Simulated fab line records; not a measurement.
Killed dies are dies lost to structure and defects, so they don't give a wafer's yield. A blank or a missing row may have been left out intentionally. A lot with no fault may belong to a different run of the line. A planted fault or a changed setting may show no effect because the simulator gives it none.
fab line records -- flow sky130
record: lots: 6, wafers: 18, lastDay: 50
route steps=708 shown METAL3@561 VIA3@573 PAD_OPEN@708
lots that met no fault: from a run of the same line without faults
startH: start of the lot's first displayed wafer, in hours after the record's first day -- waitH: how many hours have passed since the lot's step before this one -- " the same as in the row above -- L1.1+2: several wafers, shown together as one row -- - no value, or no start given -- * or withheld: withheld -- < > ~ a bound
route shown NAME@n: NAME is a module with steps in the file, n the number in the route of the first one -- usual: mean/standard deviation of fault-free wafers -- same: alike in all rows -- chamber/n: place in a boat -- sites: readings site by site -- _std_site: how widely they spread, as a standard deviation -- _edge_site: the outer-site mean with the inner-site mean subtracted -- radiusMm: for every site, how far away it sits from the centre of the wafer -- mask NAME#n: copy n -- behind: the tool/chamber that last shaped the wafer -- hold: cause of the lot's hold/its duration in hours/its outcome -- device: the n, p or np transistor that did not switch -- end of line: the tests these same wafers got at the end of their route -- where a step has no rows: the recipe by itself -- killed: count of dies lost to structure and defects at first sort (not the wafer's yield) -- map: per-die view of a wafer (x killed, . not killed, _ where there is no die)
set.NAME: the setting the step ran with; set.NAME@STEP: the setting that earlier step ran with -- model.NAME: the simulator's own value behind a step, which no gauge read
lots at selected steps of the route; one table per step, one row per wafer
services: the hour from which a tool's chamber was out of use, counted from the record's first day as startH (under 0 if before that day), plus the number of hours and why
== steps ==
step: SKY_METAL3_PEB_11
recipe: pebTempC: withheld, pebTimeS: withheld, resist: KrF-thick
step: SKY_METAL3_DEVELOP_12
recipe: developTimeS: 60, resist: KrF-thick, devTempC: 21
step: SKY_METAL3_CD_MEAS_13
recipe: targetCdNm: 300
usual: cdNm: 299.9/1.6
lot.wafer,tool,chamber,startH,waitH,cdNm
L539.2,cdSem-01,-,950.30,-,300.1
L539.5,cdSem-01,-,950.30,-,299.3
L539.6,cdSem-01,-,950.30,-,299.9
L541.4,cdSem-01,-,957.36,-,297.4
L541.5,cdSem-01,-,957.36,-,298.5
L541.6,cdSem-01,-,957.36,-,298.6
L548.2,cdSem-02,-,1004.61,-,300.7
L548.4,cdSem-02,-,1004.61,-,300.5
L548.5,cdSem-02,-,1004.61,-,300.0
L553.2,cdSem-01,-,1045.21,-,299.7
L553.3,cdSem-01,-,1045.21,-,299.6
L553.4,cdSem-01,-,1045.21,-,299.9
L555.2,cdSem-01,-,1053.03,-,301.9
L555.3,cdSem-01,-,1053.03,-,301.5
L555.5,cdSem-01,-,1053.03,-,301.0
L557.1,cdSem-02,-,1060.59,-,298.2
L557.2,cdSem-02,-,1060.59,-,297.7
L557.3,cdSem-02,-,1060.59,-,298.9
step: SKY_METAL3_OVL_MEAS_14
usual: METAL3_OVL: -1/5.5
lot.wafer,tool,chamber,startH,waitH,METAL3_OVL[nm]
L539.2,overlay-01,-,950.41,0.1,-5
L539.5,overlay-01,-,950.41,0.1,-11
L539.6,overlay-01,-,950.41,0.1,5
L541.4,overlay-01,-,957.44,0.1,-2
L541.5,overlay-01,-,957.44,0.1,8
L541.6,overlay-01,-,957.44,0.1,-1
L548.2,overlay-01,-,1004.72,0.1,-12
L548.4,overlay-01,-,1004.72,0.1,-6
L548.5,overlay-01,-,1004.72,0.1,-1
L553.2,overlay-01,-,1045.32,0.1,-10
L553.3,overlay-01,-,1045.32,0.1,-5
L553.4,overlay-01,-,1045.32,0.1,-5
L555.2,overlay-01,-,1053.14,0.1,-4
L555.3,overlay-01,-,1053.14,0.1,-8
L555.5,overlay-01,-,1053.14,0.1,0
L557.1,overlay-01,-,1060.71,0.1,9
L557.2,overlay-01,-,1060.71,0.1,3
L557.3,overlay-01,-,1060.71,0.1,8
step: SKY_METAL3_DESCUM_15
recipe: chemistry: O2, sourcePowerW: 150, biasPowerW: 0, pressureMtorr: 10, tempC: 40, timeS: 8
step: SKY_METAL3_ETCH_16
recipe: chemistry: N2/H2, target: BARC, ionEnergyEv: 200, biasW: 100, pressureMtorr: 30, n2FlowSccm: 100, h2FlowSccm: 200, icpW: 500, stopOn: SiO2, timeS: 88.2, targetDepthA: 600
usual: chamberPressureMTorr: 30.002/0.028, drypumpMotorCurrentA: 5.7/0.34, oesProductAu: 0.626/0.005, throttleValvePct: 13.205/0.0097
lot.wafer,tool,chamber,startH,waitH,chamberPressureMTorr,drypumpMotorCurrentA,oesProductAu,rfHoursCounterH,throttleValvePct
L539.2,rieMetal-01,0,950.47,0.0,30.017,5.1,0.635,15,13.201
L539.5,rieMetal-01,0,950.47,0.0,30.001,5.1,0.632,-,13.220
L539.6,rieMetal-01,1,950.47,0.0,30.019,5.7,0.623,-,13.207
L541.4,rieMetal-04,0,957.52,0.0,29.994,5.6,0.627,-,13.201
L541.5,rieMetal-04,1,957.52,0.0,29.997,5.6,0.626,-,13.206
L541.6,rieMetal-04,0,957.52,0.0,29.990,5.6,0.635,-,13.204
L548.2,rieMetal-04,1,1004.78,0.0,29.983,5.6,0.618,9,13.209
L548.4,rieMetal-04,1,1004.78,0.0,30.015,5.5,0.624,-,13.205
L548.5,rieMetal-04,1,1004.78,0.0,30.049,5.6,0.631,-,13.196
L553.2,rieMetal-01,1,1045.38,0.0,30.022,5.6,0.619,17,13.205
L553.3,rieMetal-01,0,1045.38,0.0,30.024,5.1,0.630,-,13.214
L553.4,rieMetal-01,1,1045.38,0.0,30.056,5.7,0.633,-,13.204
L555.2,rieMetal-04,1,1053.20,0.0,29.976,5.6,0.626,11,13.206
L555.3,rieMetal-04,0,1053.20,0.0,29.991,5.6,0.619,-,13.189
L555.5,rieMetal-04,0,1053.20,0.0,29.955,5.6,0.630,-,13.198
L557.1,rieMetal-04,1,1060.78,0.0,29.980,5.5,0.628,12,13.208
L557.2,rieMetal-04,0,1060.78,0.0,29.982,5.6,0.627,16,13.196
L557.3,rieMetal-04,0,1060.78,0.0,29.983,5.6,0.626,-,13.192
step: SKY_METAL3_ETCH_17
recipe: target: SiO2, stopOn: TiN, chemistry: C4F8/O2/Ar, sourceW: 1500, biasW: 1200, pressureMtorr: 40, c4f8FlowSccm: withheld, O2_flow_sccm: 6, Ar_flow_sccm: 300, timeS: 3.9, targetDepthA: 150
usual: chamberPressureMTorr: 40.00/0.037, oesProductAu: 0.753/0.0078
lot.wafer,tool,chamber,startH,waitH,chamberPressureMTorr,oesProductAu,rfHoursCounterH
L539.2,rieDiel-02,1,950.57,0.1,40.03,0.751,4
L539.5,rieDiel-02,1,950.57,0.1,39.96,0.751,-
L539.6,rieDiel-02,2,950.57,0.1,40.03,0.745,-
L541.4,rieDiel-03,2,957.59,0.0,39.97,0.758,11
L541.5,rieDiel-03,2,957.59,0.0,40.05,0.764,-
L541.6,rieDiel-03,3,957.59,0.0,39.98,0.753,-
L548.2,rieDiel-04,3,1004.88,0.1,40.01,0.742,8
L548.4,rieDiel-04,2,1004.88,0.1,39.95,0.763,7
L548.5,rieDiel-04,0,1004.88,0.1,40.03,0.757,-
L553.2,rieDiel-02,3,1045.48,0.1,39.94,0.734,18
L553.3,rieDiel-02,1,1045.48,0.1,40.00,0.748,7
L553.4,rieDiel-02,0,1045.48,0.1,39.98,0.748,14
L555.2,rieDiel-04,0,1053.30,0.1,39.99,0.749,19
L555.3,rieDiel-04,2,1053.30,0.1,40.00,0.754,9
L555.5,rieDiel-04,3,1053.30,0.1,40.01,0.754,-
L557.1,rieDiel-03,0,1060.88,0.1,39.97,0.748,15
L557.2,rieDiel-03,2,1060.88,0.1,40.00,0.751,14
L557.3,rieDiel-03,3,1060.88,0.1,39.98,0.740,7
step: SKY_METAL3_METAL_ETCH_18
recipe: targetDepthA: 8450, stopOn: SiO2, overEtchFrac: 0.3, timeS: 183.1, chemistry: Cl2/BCl3, resistSidewallDeg: 88, pressureMtorr: 10, icpW: 900, biasW: 48.5, Cl2_flow_sccm: 60, bcl3FlowSccm: 30
usual: chamberPressureMTorr: 10.000/0.0082, drypumpMotorCurrentA: 5.8/0.39, oesProductAu: 0.867/0.0082, throttleValvePct: 22.264/0.0099
lot.wafer,tool,chamber,startH,waitH,chamberPressureMTorr,drypumpMotorCurrentA,oesProductAu,rfHoursCounterH,throttleValvePct
L539.2,rieMetal-02,1,950.59,0.0,9.996,6.3,0.872,3,22.261
L539.5,rieMetal-02,0,950.59,0.0,10.010,6.0,0.872,-,22.252
L539.6,rieMetal-02,1,950.59,0.0,9.995,6.2,0.861,-,22.260
L541.4,rieMetal-02,1,957.69,0.1,9.999,6.3,0.870,-,22.266
L541.5,rieMetal-02,1,957.69,0.1,10.009,6.3,0.858,-,22.253
L541.6,rieMetal-02,0,957.69,0.1,10.010,6.0,0.857,-,22.253
L548.2,rieMetal-02,0,1004.95,0.1,9.998,6.0,0.870,-,22.268
L548.4,rieMetal-02,0,1004.95,0.1,9.993,6.0,0.870,-,22.266
L548.5,rieMetal-02,0,1004.95,0.1,10.004,6.0,0.881,-,22.268
L553.2,rieMetal-04,1,1045.50,0.0,9.985,5.5,0.862,11,22.255
L553.3,rieMetal-04,1,1045.50,0.0,9.994,5.6,0.871,-,22.267
L553.4,rieMetal-04,0,1045.50,0.0,9.993,5.6,0.878,-,22.268
L555.2,rieMetal-02,1,1053.32,0.0,10.009,6.3,0.869,11,22.271
L555.3,rieMetal-02,1,1053.32,0.0,10.002,6.3,0.861,-,22.254
L555.5,rieMetal-02,0,1053.32,0.0,10.001,6.0,0.885,-,22.248
L557.1,rieMetal-02,1,1060.90,0.0,9.986,6.3,0.850,12,22.263
L557.2,rieMetal-02,0,1060.90,0.0,10.003,6.0,0.861,2,22.282
L557.3,rieMetal-02,0,1060.90,0.0,9.995,6.0,0.859,-,22.262
step: SKY_METAL3_STRIP_19
recipe: chemistry: O2/N2, powerW: 1400, pressureMtorr: 1500, platenTempC: withheld, o2FlowSccm: 3000, n2FlowSccm: 300, overashFraction: 0.5
usual: chamberPressureMTorr: 1500.0/1.2, drypumpMotorCurrentA: 5.9/0.51, oesProductAu: 0.503/0.0068, stripTimeToEndpointS: 6.53/0.11
lot.wafer,tool,chamber,startH,waitH,chamberPressureMTorr,drypumpMotorCurrentA,oesProductAu,rfHoursCounterH,stripTimeToEndpointS
L539.2,plasmaAsher-03,0,950.77,0.1,1499.0,5.7,0.507,53,6.70
L539.5,plasmaAsher-03,0,950.77,0.1,1499.6,5.7,0.502,-,6.47
L539.6,plasmaAsher-03,1,950.77,0.1,1499.7,6.7,0.505,-,6.65
L541.4,plasmaAsher-03,0,957.88,0.1,1500.4,5.7,0.497,-,6.66
L541.5,plasmaAsher-03,0,957.88,0.1,1500.7,5.7,0.505,-,6.65
L541.6,plasmaAsher-03,1,957.88,0.1,1502.0,6.7,0.499,-,6.46
L548.2,plasmaAsher-04,1,1005.25,0.2,1500.8,6.3,0.504,21,6.48
L548.4,plasmaAsher-04,0,1005.25,0.2,1499.3,6.2,0.505,-,6.48
L548.5,plasmaAsher-04,1,1005.25,0.2,1499.5,6.3,0.501,-,6.49
L553.2,plasmaAsher-04,1,1045.67,0.1,1499.7,6.3,0.501,25,6.55
L553.3,plasmaAsher-04,1,1045.67,0.1,1501.4,6.3,0.509,-,6.52
L553.4,plasmaAsher-04,0,1045.67,0.1,1499.1,6.2,0.499,-,6.40
L555.2,plasmaAsher-01,1,1053.49,0.1,1500.4,5.5,0.514,131,6.63
L555.3,plasmaAsher-01,0,1053.49,0.1,1498.1,5.3,0.515,-,6.68
L555.5,plasmaAsher-01,1,1053.49,0.1,1499.3,5.4,0.510,-,6.53
L557.1,plasmaAsher-03,0,1061.07,0.1,1498.8,5.7,0.512,64,6.63
L557.2,plasmaAsher-03,1,1061.07,0.1,1498.2,6.7,0.507,64,6.54
L557.3,plasmaAsher-03,1,1061.07,0.1,1500.1,6.7,0.510,-,6.52
step: SKY_METAL3_STRIP_20
recipe: chemistry: postEtchResidueRemover, timeS: 1200, tempC: 72.5
step: SKY_METAL3_CLEAN_21
recipe: chemistry: IPA, timeS: 180, tempC: 25
step: SKY_METAL3_CLEAN_22
recipe: chemistry: O3/DIW, dry: n2Spin
step: SKY_VIA3_HDPCVD_00
recipe: material: SiO2, targetThkNm: 1635, sigmaOpenFrac: 0.3, timeS: 272.5, tempC: 400, sih4FlowSccm: 60, pressureMtorr: 6
lot.wafer,tool,chamber,startH,waitH,model.SiO2_of_VIA3_HDPCVD_00.thkNm
L539.2,hdpcvd-01,0,951.39,0.0,1637
L539.5,hdpcvd-01,2,951.39,0.0,781.4
L539.6,hdpcvd-01,1,951.39,0.0,1652
L541.4,hdpcvd-01,2,958.56,0.1,798.2
L541.5,hdpcvd-01,1,958.56,0.1,1657
L541.6,hdpcvd-01,0,958.56,0.1,1652
L548.2,hdpcvd-02,0,1005.84,0.0,1617
L548.4,hdpcvd-02,2,1005.84,0.0,1661
L548.5,hdpcvd-02,1,1005.84,0.0,1647
L553.2,hdpcvd-01,2,1046.27,0.0,1596
L553.3,hdpcvd-01,1,1046.27,0.0,1639
L553.4,hdpcvd-01,1,1046.27,0.0,1617
L555.2,hdpcvd-01,1,1054.08,0.0,1624
L555.3,hdpcvd-01,0,1054.08,0.0,1627
L555.5,hdpcvd-01,1,1054.08,0.0,1630
L557.1,hdpcvd-02,2,1061.66,0.0,1646
L557.2,hdpcvd-02,0,1061.66,0.0,1630
L557.3,hdpcvd-02,1,1061.66,0.0,1641
step: SKY_VIA3_THK_MEAS_01
recipe: reads: SiO2_of_VIA3_HDPCVD_00
usual: VIA3_HDPCVD_THK: 1629/18
lot.wafer,tool,chamber,startH,waitH,hold,VIA3_HDPCVD_THK[nm]
L539.2,filmMetro-03,-,951.57,0.1,awaitDispo/0.2h/release,1637
L539.5,filmMetro-03,-,951.57,0.1,awaitDispo/0.2h/release,782
L539.6,filmMetro-03,-,951.57,0.1,awaitDispo/0.2h/release,1651
L539.2,filmMetro-03,-,951.80,0.2,-,1637
L539.5,filmMetro-03,-,951.80,0.2,-,782
L539.6,filmMetro-03,-,951.80,0.2,-,1653
L541.4,filmMetro-02,-,958.67,0.0,awaitDispo/0.2h/release,798
L541.5,filmMetro-02,-,958.67,0.0,awaitDispo/0.2h/release,1656
L541.6,filmMetro-02,-,958.67,0.0,awaitDispo/0.2h/release,1653
L541.4,filmMetro-02,-,958.92,0.2,-,797
L541.5,filmMetro-02,-,958.92,0.2,-,1658
L541.6,filmMetro-02,-,958.92,0.2,-,1652
L548.2,filmMetro-02,-,1006.02,0.1,-,1615
L548.4,filmMetro-02,-,1006.02,0.1,-,1661
L548.5,filmMetro-02,-,1006.02,0.1,-,1647
L553.2,filmMetro-03,-,1046.45,0.1,-,1596
L553.3,filmMetro-03,-,1046.45,0.1,-,1640
L553.4,filmMetro-03,-,1046.45,0.1,-,1616
L555.2,filmMetro-03,-,1054.26,0.1,-,1624
L555.3,filmMetro-03,-,1054.26,0.1,-,1627
L555.5,filmMetro-03,-,1054.26,0.1,-,1630
L557.1,filmMetro-02,-,1061.83,0.1,-,1645
L557.2,filmMetro-02,-,1061.83,0.1,-,1630
L557.3,filmMetro-02,-,1061.83,0.1,-,1642
step: SKY_VIA3_CMP_02
recipe: material: SiO2, downForcePsi: 4, platenRpm: 60, padVelocityMS: 0.94248
usual: motorCurrentA: 12.4/1.2, retainingRingPressureFrac: 1.000/0.0042
lot.wafer,tool,chamber,startH,waitH,hold,motorCurrentA,retainingRingPressureFrac
L539.2,cmp-01,1,962.21,10.4,awaitDispo/10.3h/release,14.0,0.997
L539.5,cmp-01,3,962.21,10.4,awaitDispo/10.3h/release,10.6,0.999
L539.6,cmp-01,0,962.21,10.4,awaitDispo/10.3h/release,11.4,0.993
L541.4,cmp-01,2,963.67,4.7,awaitDispo/4.5h/release,11.7,0.993
L541.5,cmp-01,1,963.67,4.7,awaitDispo/4.5h/release,13.9,1.002
L541.6,cmp-01,2,963.67,4.7,awaitDispo/4.5h/release,11.2,0.995
L548.2,cmp-02,1,1006.07,0.0,-,11.5,0.999
L548.4,cmp-02,3,1006.07,0.0,-,13.7,1.002
L548.5,cmp-02,2,1006.07,0.0,-,12.5,1.000
L553.3,cmp-02,1,1046.50,0.0,-,10.7,0.993
L553.4,cmp-02,3,1046.50,0.0,-,13.7,1.001
L553.2,cmp-02,0,1046.50,0.0,-,13.9,1.000
L555.2,cmp-02,2,1054.36,0.1,-,12.8,0.998
L555.3,cmp-02,0,1054.36,0.1,-,12.6,1.003
L555.5,cmp-02,1,1054.36,0.1,-,11.1,1.003
L557.2,cmp-02,2,1061.96,0.1,-,12.7,0.994
L557.3,cmp-02,3,1061.96,0.1,-,13.9,0.999
L557.1,cmp-02,0,1061.96,0.1,-,13.2,0.993
step: SKY_PAD_OPEN_PROBE_99
lot.wafer,tool,chamber,startH,waitH,model.etest.met4Comb.leakLog10AUm
L539.2,prober-02,-,1116.57,0.1,-11.84
L539.5,prober-02,-,1116.72,0.2,-6.971
L539.6,prober-02,-,1116.77,0.2,-12.07
L541.4,prober-01,-,1121.85,0.2,-7.052
L541.5,prober-01,-,1121.90,0.2,-12.1
L541.6,prober-01,-,1121.95,0.2,-12.04
L548.2,prober-02,-,1160.31,0.1,-11.93
L548.4,prober-02,-,1160.41,0.2,-11.99
L548.5,prober-02,-,1160.46,0.2,-12.06
L553.2,prober-01,-,1187.22,0.1,-11.95
L553.3,prober-01,-,1187.27,0.2,-12.02
L553.4,prober-01,-,1187.32,0.2,-12.17
L555.2+5,prober-01,-,1194.02,0.1,-12.05
L555.3,prober-01,-,1194.07,0.2,-12.08
L557.1,prober-01,-,1200.81,0.1,-12.03
L557.2,prober-01,-,1200.86,0.1,-12.28
L557.3,prober-01,-,1200.91,0.2,-11.95
killed by level:class
L548.2 CONTACT:geometricParticle:open=17 CONTACT:geometricParticle:short=8 VIA1:geometricParticle:short=8 VIA1:geometricParticle:open=6 LOCAL_INTERCONNECT:geometricParticle:short=5 VIA3:geometricParticle:open=5 LI_CONTACT:geometricParticle:open=4 METAL4:geometricParticle:short=4
L548.4 VIA1:geometricParticle:open=16 CONTACT:geometricParticle:open=10 METAL1:geometricParticle:short=8 POLY_GATE:geometricParticle:open=5 VIA2:geometricParticle:open=5 VIA3:geometricParticle:open=5 LI_CONTACT:geometricParticle:short=4 METAL3:geometricParticle:short=4
L548.5 VIA1:geometricParticle:open=11 CONTACT:geometricParticle:open=9 CONTACT:geometricParticle:short=9 VIA3:geometricParticle:open=9 LI_CONTACT:geometricParticle:open=8 VIA2:geometricParticle:open=8 METAL2:geometricParticle:short=6 POLY_GATE:geometricParticle:short=4
L553.2 VIA1:geometricParticle:open=12 CONTACT:geometricParticle:open=10 VIA3:geometricParticle:open=6 LI_CONTACT:geometricParticle:open=5 VIA2:geometricParticle:open=5 FIELD_ISO:geometricParticle:short=4 METAL1:geometricParticle:short=4 METAL2:geometricParticle:short=4
L553.3 VIA1:geometricParticle:open=12 CONTACT:geometricParticle:open=9 FIELD_ISO:geometricParticle:open=7 CONTACT:geometricParticle:short=7 POLY_GATE:geometricParticle:short=6 LI_CONTACT:geometricParticle:short=6 VIA1:geometricParticle:short=6 VIA3:geometricParticle:open=5
L553.4 CONTACT:geometricParticle:open=9 VIA1:geometricParticle:open=9 CONTACT:geometricParticle:short=8 VIA3:geometricParticle:open=7 LI_CONTACT:geometricParticle:open=5 FIELD_ISO:geometricParticle:short=5 LI_CONTACT:geometricParticle:short=5 METAL1:geometricParticle:short=5
L555.2 CONTACT:geometricParticle:open=13 LI_CONTACT:geometricParticle:open=7 VIA1:geometricParticle:open=6 VIA2:geometricParticle:open=6 FIELD_ISO:geometricParticle:short=5 POLY_GATE:geometricParticle:short=5 LOCAL_INTERCONNECT:geometricParticle:short=5 CONTACT:geometricParticle:short=5
L555.3 POLY_GATE:geometricParticle:short=10 VIA2:geometricParticle:open=10 VIA3:geometricParticle:open=9 CONTACT:geometricParticle:open=9 METAL1:geometricParticle:short=8 VIA1:geometricParticle:open=7 FIELD_ISO:geometricParticle:open=5 METAL2:geometricParticle:short=5
L555.5 VIA2:geometricParticle:open=10 LOCAL_INTERCONNECT:geometricParticle:short=8 CONTACT:geometricParticle:open=8 LI_CONTACT:geometricParticle:open=7 VIA3:geometricParticle:open=7 CONTACT:geometricParticle:short=6 METAL1:geometricParticle:short=6 METAL2:geometricParticle:short=6
L557.1 VIA2:geometricParticle:open=8 VIA1:geometricParticle:open=8 METAL2:geometricParticle:short=6 VIA1:geometricParticle:short=6 METAL1:geometricParticle:short=5 LI_CONTACT:geometricParticle:open=5 CONTACT:geometricParticle:open=5 CONTACT:geometricParticle:short=5
L557.2 METAL2:geometricParticle:short=13 VIA3:geometricParticle:open=8 CONTACT:geometricParticle:open=6 FIELD_ISO:geometricParticle:short=5 VIA1:geometricParticle:open=5 POLY_GATE:geometricParticle:short=5 LI_CONTACT:geometricParticle:open=5 FIELD_ISO:geometricParticle:open=4
L557.3 VIA1:geometricParticle:open=13 CONTACT:geometricParticle:open=11 CONTACT:geometricParticle:short=6 VIA3:geometricParticle:open=6 METAL1:geometricParticle:short=5 VIA1:geometricParticle:short=5 METAL4:geometricParticle:short=5 LOCAL_INTERCONNECT:geometricParticle:short=4
== services ==
tool,chamber,startH,hours,kind
rieDiel-02,-,928.71,2.8,pm
cmp-01,-,928.78,6.8,pm
hdpcvd-01,0,933.65,13.9,repair
rieMetal-02,-,940.78,0.8,repair
rieDiel-02,0,947.24,4.7,repair
hdpcvd-02,-,950.39,15.0,pm
cmp-02,-,955.03,1.7,repair
cmp-02,-,956.74,9.2,pm
rieDiel-03,1,964.69,8.6,repair
plasmaAsher-04,-,970.51,0.4,repair
rieMetal-02,0,970.84,4.1,repair
plasmaAsher-04,-,991.35,2.8,pm
plasmaAsher-03,-,997.20,2.8,pm
rieDiel-03,-,999.73,8.8,repair
rieMetal-02,1,1002.72,14.9,repair
rieDiel-02,0,1008.15,14.0,repair
rieMetal-04,-,1012.60,15.6,pm
rieMetal-04,-,1041.82,0.6,repair
rieMetal-02,-,1046.15,0.4,repair
plasmaAsher-04,-,1046.86,0.4,repair
rieMetal-01,-,1053.14,28.1,pm
hdpcvd-02,-,1054.76,2.8,pm
plasmaAsher-01,-,1055.25,9.0,pm
plasmaAsher-04,-,1060.92,2.8,repair
== key ==
firstSign: step: SKY_VIA3_THK_MEAS_01, reading: visit, direction: added
effect: step: SKY_VIA3_THK_MEAS_01, reading: VIA3_HDPCVD_THK, direction: down, sigmas: 47, usual: 1629, struck: 790
modelEffect: step: SKY_VIA3_HDPCVD_00, value: SiO2_of_VIA3_HDPCVD_00.thkNm, without: 1645, struck: 789.8
modelEffect: step: SKY_PAD_OPEN_PROBE_99, value: etest.met4Comb.leakLog10AUm, without: -12, struck: -7.011
metAt SKY_VIA3_HDPCVD_00
struckWafers L539.5,L541.4
sortLeftOut L539.5,L541.4
fault: kind: processParameterDrift, tool: hdpcvd-01, chamber: 2, onsetH: 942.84, steps: SKY_VIA3_HDPCVD_00, channel: targetThkNm, offset: -855.47, shape: step, endH: 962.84, actsIn: theseRecipesOnly, stated: 1635
sortLeftOut: the simulated sort isn't trusted on such a fault, so these wafers' sort isn't shown, and their yield isn't known
